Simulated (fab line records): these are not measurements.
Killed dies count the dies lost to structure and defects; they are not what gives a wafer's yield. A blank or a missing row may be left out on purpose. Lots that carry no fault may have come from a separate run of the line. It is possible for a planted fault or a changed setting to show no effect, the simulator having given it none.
Which of the tools did it? -- flow gf180mcu -- 24 lots, 72 wafers sampled, at 5 steps of a route of 602

## WHAT THE GAUGES READ, wafer by wafer
GF_V3_THK_MEAS_25: measures by xrf.
lot,measured,on,V3_W_THK (nm)
L074,day 22 13:02,film metro-01,339 339 332
L075,day 23 08:41,film metro-01,332 342 337
L076,day 23 11:12,film metro-03,338 340 339
L077,day 23 15:01,film metro-04,331 329 329
L078,day 24 07:37,film metro-03,340 338 343
L079,day 24 16:55,film metro-01,342 333 336
L081,day 25 01:46,film metro-01,338 342 342
L080,day 25 03:32,film metro-04,326 329 325
L082,day 25 10:35,film metro-03,349 346 346
L083,day 25 18:17,film metro-03,344 344 346
L084,day 25 23:43,film metro-03,343 347 347
L085,day 26 05:08,film metro-01,344 344 342
L086,day 26 13:36,film metro-04,333 335 334
L087,day 26 18:32,film metro-03,338 345 341
L088,day 27 06:38,film metro-03,342 346 340
L089,day 27 09:57,film metro-01,328 330 332
L090,day 27 19:13,film metro-01,337 334 334
L091,day 28 03:55,film metro-03,352 345 348
L092,day 28 06:10,film metro-04,334 334 326
L093,day 28 11:17,film metro-03,350 353 351
L094,day 28 20:22,film metro-01,339 337 341
L095,day 29 04:46,film metro-03,341 337 341
L096,day 29 07:01,film metro-04,324 327 323
L097,day 29 12:04,film metro-01,338 337 334

GF_M4_THK_MEAS_06: measures by xrf.
lot,measured,on,M4_ALCU_THK (nm)
L074,day 22 13:44,film metro-03,443 449 444
L075,day 23 09:23,film metro-03,451 447 450
L076,day 23 11:54,film metro-03,439 451 442
L077,day 23 15:43,film metro-04,450 453 439
L078,day 24 08:19,film metro-02,444 448 441
L079,day 24 17:37,film metro-03,457 459 454
L081,day 25 02:28,film metro-03,444 445 444
L080,day 25 04:26,film metro-03,447 447 445
L082,day 25 11:17,film metro-02,455 457 452
L083,day 25 18:59,film metro-03,443 442 436
L084,day 26 00:25,film metro-03,446 449 453
L085,day 26 05:50,film metro-04,442 449 450
L086,day 26 14:28,film metro-03,444 449 447
L087,day 26 19:14,film metro-03,455 459 449
L088,day 27 07:20,film metro-02,447 443 446
L089,day 27 10:39,film metro-04,444 447 445
L090,day 27 19:55,film metro-03,444 444 446
L091,day 28 04:37,film metro-03,454 449 453
L092,day 28 06:52,film metro-03,463 456 453
L093,day 28 11:59,film metro-04,453 453 453
L094,day 28 21:24,film metro-03,452 451 457
L095,day 29 05:28,film metro-02,446 454 455
L096,day 29 07:43,film metro-03,454 449 455
L097,day 29 12:46,film metro-03,437 444 440

GF_M4_CD_MEAS_14 targets a cd of 280 nm.
lot,measured,on,cd nm (nm)
L074,day 23 12:11,cd sem-02,281.9 282.3 280.8
L075,day 24 07:07,cd sem-01,280.3 280.3 280.3
L076,day 24 09:04,cd sem-02,277.8 280.8 278.4
L077,day 24 13:01,cd sem-02,280.3 281.6 279.8
L078,day 25 05:31,cd sem-02,279.6 280.2 279.4
L079,day 25 14:33,cd sem-01,280.6 279.7 281.4
L081,day 25 23:31,cd sem-02,280.9 281.1 280.5
L080,day 26 00:58,cd sem-02,282.1 281.6 282.3
L082,day 26 07:43,cd sem-01,281.1 280.9 280.6
L083,day 26 14:56,cd sem-02,280.7 280.9 282.6
L084,day 26 21:13,cd sem-01,281.1 280.8 280.8
L085,day 27 01:58,cd sem-01,281.7 281.1 281.6
L086,day 27 10:30,cd sem-01,281.2 280.0 280.8
L087,day 27 15:23,cd sem-02,279.7 279.8 279.9
L088,day 28 03:28,cd sem-01,279.7 277.9 279.4
L089,day 28 05:48,cd sem-01,280.5 280.3 280.3
L090,day 28 15:13,cd sem-01,280.2 279.9 280.3
L091,day 28 23:43,cd sem-02,279.6 278.2 280.1
L092,day 29 01:47,cd sem-01,279.9 280.9 281.4
L093,day 29 07:40,cd sem-01,281.4 282.2 282.9
L094,day 29 16:45,cd sem-02,281.0 281.4 281.2
L095,day 29 23:31,cd sem-01,278.3 279.0 279.1
L096,day 30 02:46,cd sem-01,279.6 280.6 279.7
L097,day 30 07:15,cd sem-01,280.7 280.2 283.0

GF_V4_THK_MEAS_25: measures by xrf.
lot,measured,on,V4_W_THK (nm)
L074,day 24 12:31,film metro-04,332 332 330
L075,day 25 07:25,film metro-04,323 327 331
L076,day 25 09:19,film metro-04,329 325 330
L077,day 25 12:38,film metro-01,336 335 340
L078,day 26 04:53,film metro-02,335 346 339
L079,day 26 14:05,film metro-04,328 331 334
L081,day 26 22:50,film metro-02,333 341 339
L080,day 26 23:56,film metro-01,339 338 335
L082,day 27 07:14,film metro-04,334 342 337
L083,day 27 14:05,film metro-04,333 335 335
L084,day 27 20:00,film metro-04,335 337 338
L085,day 28 00:11,film metro-04,329 334 331
L086,day 28 09:23,film metro-01,338 336 338
L087,day 28 13:22,film metro-02,338 333 339
L088,day 29 00:56,film metro-02,333 330 335
L089,day 29 04:28,film metro-01,335 335 336
L090,day 29 14:18,film metro-04,332 329 331
L091,day 29 22:12,film metro-04,332 334 335
L092,day 29 23:44,film metro-04,335 336 349
L093,day 30 05:11,film metro-01,349 348 338
L094,day 30 14:04,film metro-02,356 337 352
L095,day 30 19:54,film metro-02,343 342 354
L096,day 30 23:44,film metro-04,352 337 350
L097,day 31 03:57,film metro-01,337 331 337

## EACH LOT AND THE TOOL THAT RAN IT (in order: tool; ch and the chambers of the sampled wafers; start)
lot,GF_V4_STRIP_18
L074,"plasma asher-01 ch 0,1, day 24 11:38"
L075,"plasma asher-04 ch 0,1, day 25 06:34"
L076,"plasma asher-01 ch 0,1, day 25 08:27"
L077,"plasma asher-03 ch 0,1, day 25 11:44"
L078,"plasma asher-04 ch 0,1, day 26 04:00"
L079,"plasma asher-01 ch 0,1, day 26 13:11"
L081,"plasma asher-04 ch 0,1, day 26 21:57"
L080,"plasma asher-01 ch 0,1, day 26 23:05"
L082,"plasma asher-03 ch 0,1, day 27 06:22"
L083,"plasma asher-04 ch 0,1, day 27 13:12"
L084,"plasma asher-04 ch 0,1, day 27 19:07"
L085,"plasma asher-01 ch 0,1, day 27 23:20"
L086,"plasma asher-01 ch 0,1, day 28 08:24"
L087,"plasma asher-03 ch 0,1, day 28 12:29"
L088,"plasma asher-03 ch 0,1, day 29 00:05"
L089,"plasma asher-01 ch 0,1, day 29 03:15"
L090,"plasma asher-01 ch 0,1, day 29 13:26"
L091,"plasma asher-04 ch 0,1, day 29 21:20"
L092,"plasma asher-01 ch 0,1, day 29 22:53"
L093,"plasma asher-04 ch 0,1, day 30 04:17"
L094,"plasma asher-03 ch 0,1, day 30 13:11"
L095,"plasma asher-04 ch 1, day 30 19:02"
L096,"plasma asher-04 ch 0,1, day 30 22:49"
L097,"plasma asher-04 ch 0,1, day 31 03:04"
- GF_V4_STRIP_18: strips in O2/N2.

## WHAT THE TOOLS THEMSELVES READ (means of the sampled wafers that have a number; where no wafer has one, the mark that the record gives instead)
GF_V4_STRIP_18.
lot,tool,drypump motor current A (A),heater power w (W),oes product au (a.u.)
L074,plasma asher-01,5.3,371,0.596
L075,plasma asher-04,5.9,345,0.592
L076,plasma asher-01,5.3,370,0.593
L077,plasma asher-03,5.6,293,0.597
L078,plasma asher-04,5.9,342,0.591
L079,plasma asher-01,5.3,371,0.596
L081,plasma asher-04,5.9,338,0.595
L080,plasma asher-01,5.3,382,0.591
L082,plasma asher-03,5.6,297,0.596
L083,plasma asher-04,5.9,344,0.588
L084,plasma asher-04,5.9,345,0.591
L085,plasma asher-01,5.3,377,0.588
L086,plasma asher-01,5.3,371,0.597
L087,plasma asher-03,5.9,279,0.592
L088,plasma asher-03,5.6,290,0.586
L089,plasma asher-01,5.3,382,0.590
L090,plasma asher-01,5.3,372,0.595
L091,plasma asher-04,6.0,346,0.598
L092,plasma asher-01,5.3,371,0.592
L093,plasma asher-04,6.0,348,0.591
L094,plasma asher-03,5.9,279,0.592
L095,plasma asher-04,5.9,352,0.595
L096,plasma asher-04,5.9,341,0.601
L097,plasma asher-04,6.0,342,0.593

## THE ANSWER, worked out from the rows above alone
Rule: usual is defined by the lots themselves. The widest of any qualifying gaps counts: lots, ordered by their means at a reading, are off when they make up no more than a third of the lots, leave a main group of 4 or more, and stand apart from it by 3 or more times the standard deviation of that group's means. A main group whose means are all the same, to the digits that the tables above print for the reading, isn't used. A lot without any number at a reading at which 4 lots or more have one is off too. The other lots that the step has rows for count as sound. The gauges are gone through in route order, then the tools' own readings, and for those a lot's mean is taken as printed above. At the first step where some lot is off, the reading lying furthest off is the one used; lots without a number count as furthest.
Across all readings shown, no lot is off: no conclusion can be drawn from this.

## WHAT HAD BEEN PUT IN BY THE SIMULATOR
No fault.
